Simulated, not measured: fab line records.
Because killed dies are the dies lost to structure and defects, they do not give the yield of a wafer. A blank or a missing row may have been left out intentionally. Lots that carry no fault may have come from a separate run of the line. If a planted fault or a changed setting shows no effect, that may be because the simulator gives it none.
Chamber matching + flow gf180mcu + pecvd-03 running GF_MIM_CVD_05: 3 sister chambers
The step deposits Si3N4, target thk 42 nm, time 29.086 s. 14 wafers are shown with their chamber, then 7 later ones without.

## WAFERS, EACH WITH ITS CHAMBER
| wafer  | chamber | heater-power-w (W) | run-length-s (s) |
|--------|---------|--------------------|------------------|
| L604.1 | 1       | 605                | 56.5             |
| L604.2 | 0       | 580                | 56.8             |
| L604.3 | 2       | 631                | 56.4             |
| L605.2 | 1       | 704                | 56.7             |
| L605.4 | 1       | 703                | 57.3             |
| L605.5 | 2       | 669                | 56.4             |
| L606.1 | 1       | 614                | 56.4             |
| L606.3 | 2       | 722                | 56.7             |
| L606.4 | 0       | 525                | 56.6             |
| L613.4 | 2       | 733                | 56.5             |
| L613.5 | 0       | 545                | 57.1             |
| L613.6 | 1       | 699                | 57.0             |
| L618.1 | 1       | 665                | 56.8             |
| L618.4 | 2       | 680                | 56.5             |

SIGNATURES (averages over the wafers above)
| reading        | chamber 0 | chamber 1 | chamber 2 | scatter within a chamber |
|----------------|-----------|-----------|-----------|--------------------------|
| heater-power-w | 550.00    | 665.00    | 687.00    | 41.3                     |
| run-length-s   | 56.833    | 56.783    | 56.500    | 0.258                    |
Rule: a wafer lies at a distance from a chamber equal to the root of the sum of squares, over the readings, of (its reading less the chamber's mean, divided by the reading's scatter). The wafer belongs to the nearest chamber; if the next one is less than 2 further off, it can't be placed. The scatter: the root of (the sum of the squares of (reading less its chamber's mean) over the shown wafers, divided by (wafers less chambers)).

## WAFERS WITH NO CHAMBER GIVEN
| wafer  | heater-power-w (W) | run-length-s (s) |
|--------|--------------------|------------------|
| L618.5 | 591                | 56.9             |
| L619.4 | 673                | 56.4             |
| L619.5 | 695                | 56.5             |
| L619.6 | 584                | 57.3             |
| L620.2 | 612                | 56.5             |
| L620.4 | 493                | 56.4             |
| L620.5 | 614                | 57.0             |

## WHICH CHAMBER EACH WENT THROUGH
| wafer  | from the rows above          | in truth |
|--------|------------------------------|----------|
| L618.5 | can't be placed: 0 or 1 or 2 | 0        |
| L619.4 | can't be placed: 2 or 1      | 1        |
| L619.5 | can't be placed: 2 or 1      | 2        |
| L619.6 | can't be placed: 0 or 1 or 2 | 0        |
| L620.2 | can't be placed: 1 or 2 or 0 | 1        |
| L620.4 | 0                            | 0        |
| L620.5 | can't be placed: 1 or 0 or 2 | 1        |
Correctly placed: 1 of 7. Can't be placed from these rows: 6 (the true chamber is among the candidates in 6). Wrongly placed: 0.
